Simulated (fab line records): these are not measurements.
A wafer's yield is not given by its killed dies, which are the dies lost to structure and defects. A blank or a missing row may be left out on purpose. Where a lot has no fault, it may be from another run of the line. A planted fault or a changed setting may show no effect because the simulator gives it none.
One fault seen from 2 desks    flow gf180mcu    numbers are kept per desk, each desk with only its own; the story behind them comes last

== METROLOGY DESK ==
Lot by lot, what the gauges showed, no matter which tool ran the lot: averages of those sampled wafers that carry a number. Marked OUT: a lot whose mean sits more than 4 standard deviations from the usual mean, which makes it out of limits; the brackets give that distance.
Columns: A = INCOMING_BOW at GF_STI_BOW_MEAS_00, usual 0 um; B = cd nm at GF_STI_CD_MEAS_12, usual 220.0 nm
lot   first seen here  A   B
L671  day 1 10:02      -5  219.4
L672  day 1 15:01      -2  220.0
L673  day 1 20:04      1   221.2
L674  day 2 01:02      -3  221.0
L676  day 2 11:00      -1  222.3
L677  day 2 16:01      -4  221.8
L678  day 2 21:00      7   220.3
L682  day 3 17:00      -4  219.9
L683  day 3 22:02      2   218.8
L684  day 4 03:00      -2  218.9
L685  day 4 08:02      -1  218.8
L690  day 5 09:01      -4  221.9
L693  day 6 00:01      -9  218.7
L694  day 6 05:00      2   220.0
This desk's finding: nothing out of limits on any of the 14 lots.

== DESK OF THE TOOL OWNER: wet bench-04 ==
The tool's own readings at GF_STI_WET_ETCH_17 (etches Si3N4 in H3PO4, target depth 45 nm, time 514 s): means of the sampled wafers that have a number, for each lot that ran on this tool. Marked OUT: a lot whose mean sits more than 4 standard deviations from the usual mean, which makes it out of limits; the brackets give that distance.
Columns: A = run length s at GF_STI_WET_ETCH_17, usual 541 s
lot   first seen here  A
L672  day 2 07:07      546
L676  day 3 03:13      538
L682  day 4 11:07      538
L683  day 4 14:46      284 (-69) OUT
L684  day 4 20:25      286 (-69) OUT
Finding of this desk: L683, L684 out of limits; the first was L683 at day 4 14:46, on run length s at GF_STI_WET_ETCH_17. L672, L676, L682: within limits.

== BROUGHT TOGETHER ==
The tool owner's desk could have raised an alarm at day 4 14:46, on L683, L684.
At the metrology desk, nothing out of limits was observed.
The metrology desk has L683, L684 on record, within its limits.
The lots listed all ran GF_STI_WET_ETCH_17 on wet bench-04.

== WHAT THE SIMULATOR PUT IN ==
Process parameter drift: wet bench-04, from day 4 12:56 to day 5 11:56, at GF_STI_WET_ETCH_17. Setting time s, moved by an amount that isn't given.
Lots struck among those shown: L683, L684.
Time in hours from fault onset to the first out-of-limits reading at each desk: the tool owner's desk, 2.
